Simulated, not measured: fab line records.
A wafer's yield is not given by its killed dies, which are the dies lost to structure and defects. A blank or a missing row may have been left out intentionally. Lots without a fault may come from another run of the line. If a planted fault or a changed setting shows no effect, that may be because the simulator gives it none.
Chamber matching / flow sky130 / 4 sister chambers for SKY_VIA1_CMP_24 on cmp-02
The step polishes, stops on SiO2, t overpolish 15 s, target thk 0 nm. 4 wafers are shown with their chamber, then 7 later ones without.

## WAFERS WITH THEIR CHAMBER
wafer=L940.3; chamber=2; motor_current_A (A)=11.0
wafer=L951.1; chamber=3; motor_current_A (A)=11.7
wafer=L952.1; chamber=1; motor_current_A (A)=9.4
wafer=L952.2; chamber=0; motor_current_A (A)=10.9

## WAFERS MISSING THEIR CHAMBER
wafer=L952.4; motor_current_A (A)=10.7
wafer=L953.1; motor_current_A (A)=10.4
wafer=L953.3; motor_current_A (A)=10.6
wafer=L953.4; motor_current_A (A)=9.8
wafer=L954.2; motor_current_A (A)=9.8
wafer=L954.5; motor_current_A (A)=11.0
wafer=L954.6; motor_current_A (A)=11.0

## THE CHAMBER EACH PASSED THROUGH
wafer=L952.4; from the rows above=can't be placed: 0 or 2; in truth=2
wafer=L953.1; from the rows above=can't be placed: 0 or 2 or 1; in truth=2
wafer=L953.3; from the rows above=can't be placed: 0 or 2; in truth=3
wafer=L953.4; from the rows above=1; in truth=1
wafer=L954.2; from the rows above=1; in truth=1
wafer=L954.5; from the rows above=can't be placed: 2 or 0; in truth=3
wafer=L954.6; from the rows above=can't be placed: 2 or 0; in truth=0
Placed correctly: 2 of 7. Not placeable from these rows: 5 (in 3, the candidates include the true chamber). 0 placed wrongly.
How it was worked out, from the rows above alone: a wafer's distance from a chamber is the root of the sum, over the readings, of the square of ((its reading less the chamber's mean) divided by the reading's scatter). If the next closest chamber is less than 2 further off than the closest, the wafer can't be placed; otherwise it belongs to the closest. A chamber's mean is the mean of its shown wafers. The scatter (one wafer shown for each chamber): square how far every hidden wafer sits from the nearest shown wafer, average those squares and take the square root.
